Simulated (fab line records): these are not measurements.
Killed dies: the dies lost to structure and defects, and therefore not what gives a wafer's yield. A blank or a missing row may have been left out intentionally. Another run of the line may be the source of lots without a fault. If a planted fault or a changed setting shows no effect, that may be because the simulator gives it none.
2 desks looking at one fault + flow sky130 + numbers are kept per desk, each desk with only its own; the story behind them comes last

AT THE METROLOGY DESK
Means of the sampled wafers that have a number, per lot and without regard to the tool the lot ran on: this is what the gauges read. Any lot whose mean is over 4 standard deviations away from the usual mean is out of limits and marked OUT; that distance is given in the brackets. Shown here are 7 of its 9 readings, the ones lying furthest out on some lot.
Columns: A = NWELL_00_OVL at SKY_NWELL_OVL_MEAS_10, usual -0.2 nm; B = NWELL_TW at SKY_NWELL_TW_MEAS_15, usual 1828; C = NWELL_01_OVL at SKY_NWELL_OVL_MEAS_23, usual 1.4 nm; D = NWELL_2_TW at SKY_NWELL_TW_MEAS_26, usual 500; E = PWDE_RS at SKY_NWELL_RS_MEAS_31, usual 5270 ohm/sq; F = cdNm at SKY_VT_ADJUST_HVTP_CD_MEAS_07, usual 379.9 nm; G = VT_ADJUST_HVTP_TW at SKY_VT_ADJUST_HVTP_TW_MEAS_11, usual 1361
| lot  | first seen here | A    | B    | C    | D   | E    | F     | G    |
|------|-----------------|------|------|------|-----|------|-------|------|
| L322 | day 5 02:51     | -0.8 | 1811 | 1.2  | 494 | 5266 | 380.0 | 1376 |
| L326 | day 5 23:01     | 0.2  | 1848 | 1.0  | 497 | 5269 | 377.8 | 1366 |
| L328 | day 6 12:16     | -0.1 | 1859 | 1.1  | 507 | 5269 | 379.8 | 1364 |
| L330 | day 6 22:50     | 1.5  | 1852 | -0.2 | 492 | 5266 | 377.5 | 1356 |
| L342 | day 10 02:26    | 0.9  | 1858 | 1.6  | 504 | 5285 | 379.3 | 1355 |
This desk's finding: nothing out of limits on any of the 5 lots.

DESK OF THE TOOL OWNER: ilineStepper-02
The tool's own readings at SKY_NWELL_EXPOSE_20 (exposes mask NWM COMPLEMENT, target cd 840 nm): means of the sampled wafers that have a number, for each lot that ran on this tool. Any lot whose mean is over 4 standard deviations away from the usual mean is out of limits and marked OUT; that distance is given in the brackets.
Columns: A = exposureDoseMJCm2 at SKY_NWELL_EXPOSE_20, usual 260.00
| lot  | first seen here | A      |
|------|-----------------|--------|
| L322 | day 5 12:40     | 259.71 |
| L326 | day 6 08:34     | 259.87 |
| L342 | day 10 13:21    | 259.40 |
This desk's finding: nothing out of limits on any of the 3 lots.

ALL TOGETHER
Nothing out of limits was seen by the metrology desk.
The tool owner's desk saw nothing out of limits.

WHAT THE SIMULATOR HAD PUT IN
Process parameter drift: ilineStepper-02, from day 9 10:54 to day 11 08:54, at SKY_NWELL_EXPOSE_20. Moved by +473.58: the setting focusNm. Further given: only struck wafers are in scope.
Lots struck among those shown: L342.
